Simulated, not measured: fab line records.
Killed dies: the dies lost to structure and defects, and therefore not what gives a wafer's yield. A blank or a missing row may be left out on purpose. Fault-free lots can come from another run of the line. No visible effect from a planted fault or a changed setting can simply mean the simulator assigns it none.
Problem report, 8D (eight disciplines) form, completed by code    flow gf180mcu    the parts of the form that need people (team, actions taken, sign-off) are left out

1. WHAT WENT WRONG
Wafers with no fault read 0.581 a.u. with a standard deviation of 0.0049, whereas oes_product_au at GF_CONTACT_STRIP_18 reads a mean of 0.602 a.u. on 1 wafer of 1 lot. Relative to the usual mean, that is a shift of +4.3 standard deviations.
The step: strips in O2/N2.
Earliest sighting: wafer L255.3 on plasma_asher-01 at day 21 21:07. The record has a number at this step for 39 wafers belonging to 13 lots. Rule for "out", or "out of limits": more than 4 standard deviations from the usual mean. The rest of the wafers with a number are treated as sound.

2. WHAT IT IS; WHAT IT IS NOT
question                     is                 is not
which readings at this step  oes_product_au     drypump_motor_current_A, heater_power_w
which lots                   L255               L239, L242, L243, L244, L245, L247, L248, L253, L256, L257, L261, L262
which wafers of those lots   L255.3             L255.1, L255.6
read on which tools          plasma_asher-01    plasma_asher-03, plasma_asher-04
when                         from day 21 21:07  up to then (26 sound wafers); but 12 sound wafers of L256, L257, L261, L262 came after

3. SUSPECTS, AND WHAT RULES EACH OUT
Counting: any tool at a process step up to the reading remains a suspect provided it ran every lot that is out. Sound lots after the first of them don't rule it out here, since some wafers of a struck lot are sound.
- rie_diel-03 at GF_CONTACT_ETCH_17 (etches SiO2 in C4F8/O2/Ar, stops on CoSi2, target depth 860 nm): kept. It processed L255, the lot that is out, at day 21 20:00, and its most recent sound lot before then was L247 at day 19 12:00.
- plasma_asher-01 at GF_CONTACT_STRIP_18 (strips in O2/N2): kept. It processed L255, the lot that is out, at day 21 21:07, and its most recent sound lot before then was L248 at day 19 16:01. Out on those wafers are its own readings of oes_product_au.
- At GF_CONTACT_ETCH_17, inside rie_diel-03: chamber 0 took the wafers that are out, while their sound lot-mates went through chambers 1, 2.
- Within plasma_asher-01 at GF_CONTACT_STRIP_18, the wafers that are out were processed in chamber 1 and their sound lot-mates in chamber 0.
Left after counting: rie_diel-03 at GF_CONTACT_ETCH_17, plasma_asher-01 at GF_CONTACT_STRIP_18.

4. THE CAUSE (what the simulator had put in)
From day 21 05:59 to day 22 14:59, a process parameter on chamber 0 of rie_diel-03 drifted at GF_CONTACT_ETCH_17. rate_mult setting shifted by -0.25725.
This tool is one of the 2 suspects left after counting.

5. SEQUENCE OF EFFECTS, ordered by route
Each row: a reading where the mean over the struck wafers with a number is more than 3 standard deviations away from the usual. Only readings whose record carries a usual standard deviation are examined. hours: median over the lots of the time between each lot's start at the first step of this table that gives one and its start at this step. sigmas: the change, counted in usual standard deviations.
hours  step                     reading             usual       on struck wafers  change  sigmas
0      GF_CONTACT_STRIP_18      oes_product_au      0.581 a.u.  0.602             +0.021  +4.3
278    GF_PASSIVATION_PROBE_99  killed_at_contacts  6.1         93.0              +86.9   +35
278    GF_PASSIVATION_PROBE_99  killed_dies         48          145               +97     +13
Process steps it contains:
- GF_CONTACT_STRIP_18: strips in O2/N2.
- GF_PASSIVATION_PROBE_99

6. WHAT WOULD HAVE CAUGHT IT SOONER
The fault began at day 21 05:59; the first out-of-limits reading in this record came at day 21 21:07, 15 hours later.
No tool reading at GF_CONTACT_ETCH_17 that has a usual standard deviation in the record was out on any struck wafer, so an alarm limit of 4 standard deviations on those readings would not have fired.
All the lots that are out (1) had begun GF_CONTACT_ETCH_17 on rie_diel-03 by day 21 21:07. A hold on the tool at that time would have spared none of them.
